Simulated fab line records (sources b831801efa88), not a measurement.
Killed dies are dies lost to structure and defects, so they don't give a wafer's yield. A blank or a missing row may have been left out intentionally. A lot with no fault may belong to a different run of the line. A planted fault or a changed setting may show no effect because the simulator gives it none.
A lot that was struck, set against a sound lot ; flow sky130 ; 16 out of 708 route steps
Sound: wafers L307.1, L307.3, L307.4. The struck wafers were L309.3, L309.4, L309.5. Last of all comes the cause.
At each step with rows: each side's tool, then ch and its chambers, then its first start. Under that, the readings that differ: sound wafers ; struck wafers ; difference of the means ; sigmas: that difference in standard deviations of wafers without a fault.
alike: readings with means less than 2 such deviations apart, plus words and numbers identical on both sides. not compared: withheld readings, readings lacking a value on some wafer, bounds such as >300 that could conceal the same value, and numbers that have no deviation in the record and whose values overlap.
The two part at a step that has a row with sigmas, a row that says differs or no value, or rows on one side only. Numbers that don't overlap but have no deviation are shown without sigmas and don't part them. A reading that every wafer of one side lacks parts them only if that side has two wafers or more.

first, 2 steps without rows for these wafers: SKY_NWELL_IMPLANT_12; SKY_NWELL_IMPLANT_13.
SKY_NWELL_STRIP_14: strips in O2/N2.
  sound on plasmaAsher-04 ch 0,1, day 5 08:23; struck on plasmaAsher-03 ch 0,1, day 5 19:52
  alike: drypumpMotorCurrentA, n2FlowSccm, oesProductAu, stripTimeToEndpointS
  not compared: rfHoursCounterH
SKY_NWELL_TW_MEAS_15:
  struck on filmMetro-01, day 5 19:57; sound on filmMetro-04, day 5 08:29
reading;sound;struck;difference;sigmas
NWELL_TW;1829 1824 1831;1786 1789 1786;-41;-2
then, 7 steps without rows for these wafers: SKY_NWELL_DEHYDRATE_16 (time 60 s); SKY_NWELL_HMDS_17 (prime time 60 s); SKY_NWELL_COAT_18 (resist thk 3000 nm); SKY_NWELL_SOFTBAKE_19; SKY_NWELL_EXPOSE_20 (exposes mask NWM COMPLEMENT, target cd 840 nm); SKY_NWELL_PEB_21; SKY_NWELL_DEVELOP_22 (develop time 60 s).
SKY_NWELL_OVL_MEAS_23:
  struck on overlay-02, day 6 14:48; sound on overlay-02, day 6 02:12
  alike: NWELL_01_OVL
SKY_NWELL_IMPLANT_24:
  sound on implanter-03 ch 0, day 6 02:14; struck on implanter-03 ch 0, day 6 14:53
reading;sound;struck;difference;sigmas
doseIonsCm2;9.201e+12 9.204e+12 9.2e+12;8.249e+12 8.24e+12 8.225e+12;-9.637e+11;-88
faradayCurrentUA;51.0 50.7 52.6;47.1 45.7 46.4;-5.0;-5
SKY_NWELL_STRIP_25: strips in O2/N2.
  sound on plasmaAsher-04 ch 0,1, day 6 02:23; struck on plasmaAsher-03 ch 0,1, day 6 15:01
  alike: drypumpMotorCurrentA, n2FlowSccm, oesProductAu, stripTimeToEndpointS
  not compared: rfHoursCounterH
SKY_NWELL_TW_MEAS_26:
  struck on filmMetro-01, day 6 15:19; sound on filmMetro-01, day 6 02:29
reading;sound;struck;difference;sigmas
NWELL_2_TW;491 491 489;469 468 469;-22;-4
  not compared: hold
-- the record jumps here: 40 days lie between the struck wafers' starts before and after (it left off in module NWELL and takes up again in module PAD_OPEN, whose first step shown is number 708 of the route) --
SKY_PAD_OPEN_PROBE_99:
  struck on prober-01, day 47 00:19; sound on prober-02, day 46 13:54
reading;sound;struck;difference;sigmas
model.etest.pfet_16v.rOnOhmUm;1.482e+04 1.506e+04 1.519e+04;1.584e+04 1.613e+04 1.597e+04;+9.567e+02;
model.etest.resPwellUnderGate.rsOhmSq;2289 2280 2279;2466 2469 2466;+184;
model.etest.pfet_16v.driveUaUm;250.5 248.5 245.8;230.6 225.8 228.7;-19.9;
model.etest.fieldN.vtV (V);35.07 35.43 35.77;31.14 32.34 31.74;-3.68;
  alike: killed_at_M0_to_M3, killed_at_M4_up, killedAtContacts, killedAtFrontEnd, killedAtOther, killedDies, killedOpen, killedShort

## WHERE THEY PART
Earliest at SKY_NWELL_TW_MEAS_15; latest, in this record, at SKY_NWELL_TW_MEAS_26. Later steps at which nothing parts them and some readings are alike: SKY_PAD_OPEN_PROBE_99.

WHY: what the simulator had put in
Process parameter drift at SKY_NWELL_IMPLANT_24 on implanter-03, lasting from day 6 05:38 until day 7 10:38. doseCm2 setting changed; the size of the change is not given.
